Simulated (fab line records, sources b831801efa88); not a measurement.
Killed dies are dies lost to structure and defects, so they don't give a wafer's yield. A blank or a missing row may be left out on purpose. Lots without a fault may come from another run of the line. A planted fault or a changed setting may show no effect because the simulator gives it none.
Which tool did it? | flow sky130 | 13 lots, 39 wafers sampled, at 3 steps of a route of 708

WHAT THE GAUGES READ, wafer by wafer
SKY_SD_P_CD_MEAS_07: target cd 380 nm. Usual: cd_nm 379.8 nm, standard deviation 2.3.
lot  | measured     | on        | cd_nm (nm)        | flag
L726 | day 25 17:32 | cd_sem-02 | 382.6 383.0 381.9 |
L728 | day 26 05:31 | cd_sem-01 | 374.8 376.1 375.8 |
L729 | day 26 17:13 | cd_sem-02 | 377.5 374.8 378.3 |
L730 | day 27 09:47 | cd_sem-02 | 383.1 384.4 379.2 |
L732 | day 27 17:21 | cd_sem-01 | 380.9 380.8 382.8 |
L736 | day 29 07:32 | cd_sem-02 | 365.8 369.4 366.9 | OFF
L737 | day 29 12:46 | cd_sem-02 | 369.1 369.5 367.7 | OFF
L742 | day 31 16:15 | cd_sem-01 | 381.0 378.5 382.7 |
L743 | day 31 23:05 | cd_sem-01 | 378.9 376.0 376.1 |
L746 | day 32 08:26 | cd_sem-02 | 379.4 377.6 379.3 |
L747 | day 32 16:30 | cd_sem-01 | 378.5 378.0 379.0 |
L748 | day 33 05:05 | cd_sem-01 | 382.9 382.8 380.6 |
L749 | day 33 06:59 | cd_sem-02 | 383.4 382.6 381.9 |

SKY_SD_N_OVL_MEAS_08. Usual: SD_N_OVL -0.1 nm, standard deviation 1.4.
lot  | measured     | on         | SD_N_OVL (nm)  | flag
L726 | day 28 05:49 | overlay-01 | -0.4 0.2 -1.4  |
L728 | day 28 16:19 | overlay-02 | 1.5 1.8 1.8    |
L729 | day 29 03:28 | overlay-01 | 0.6 0.1 0.2    |
L730 | day 29 19:06 | overlay-02 | -0.1 0.2 -0.3  |
L732 | day 30 03:25 | overlay-01 | 1.4 1.6 1.7    |
L736 | day 31 16:03 | overlay-01 | 1.9 -0.6 1.3   |
L737 | day 31 21:03 | overlay-01 | 0.9 0.7 0.3    |
L742 | day 33 23:43 | overlay-02 | 0.9 -0.5 -0.6  |
L743 | day 34 06:22 | overlay-01 | -0.2 -0.7 -1.7 |
L746 | day 34 15:57 | overlay-02 | 0.2 -1.3 -2.1  |
L747 | day 34 22:31 | overlay-01 | -0.3 0.3 0.4   |
L748 | day 35 11:01 | overlay-02 | -3.8 -2.2 -2.2 |
L749 | day 35 12:48 | overlay-02 | -2.1 -3.3 -1.5 |

WHICH TOOL RAN EACH LOT (tool, then ch and the chambers of the sampled wafers, then the start)
lot  | SKY_SD_P_DEVELOP_06
L726 | litho_track-01 ch 0, day 25 17:23
L728 | litho_track-04 ch 0, day 26 05:22
L729 | litho_track-02 ch 0, day 26 17:04
L730 | litho_track-04 ch 0, day 27 09:38
L732 | litho_track-02 ch 0, day 27 17:12
L736 | litho_track-04 ch 0, day 29 07:23
L737 | litho_track-04 ch 0, day 29 12:37
L742 | litho_track-01 ch 0, day 31 16:06
L743 | litho_track-01 ch 0, day 31 22:56
L746 | litho_track-01 ch 0, day 32 08:17
L747 | litho_track-02 ch 0, day 32 16:21
L748 | litho_track-01 ch 0, day 33 04:56
L749 | litho_track-04 ch 0, day 33 06:50
- SKY_SD_P_DEVELOP_06: develop time 60 s.

WHAT THE TOOLS THEMSELVES READ (means of the sampled wafers that have a number; where no wafer has one, the mark that the record gives instead)
The record holds no such reading with a usual standard deviation.

THE ANSWER, worked out from the rows above alone
Rule: a lot is off if the mean of its wafers that have a number lies more than 3 standard deviations from the usual mean. A lot without any number at a reading at which 4 lots or more have one is off too. The other lots that the step has rows for count as sound. The gauges are gone through in route order, then the tools' own readings, and for those a lot's mean is taken as printed above. The first step at which some lot is off is used, and at that step the reading that is off furthest; a lot without a number counts as furthest.
Off: L736, L737, at SKY_SD_P_CD_MEAS_07 (cd_nm).
A tool fits if, at a process step before that reading, it ran every lot that is off, and no sound lot after the first of them. The gauges at SKY_SD_P_CD_MEAS_07 are tried like those tools. None of those tried fits.

WHAT THE SIMULATOR HAD PUT IN
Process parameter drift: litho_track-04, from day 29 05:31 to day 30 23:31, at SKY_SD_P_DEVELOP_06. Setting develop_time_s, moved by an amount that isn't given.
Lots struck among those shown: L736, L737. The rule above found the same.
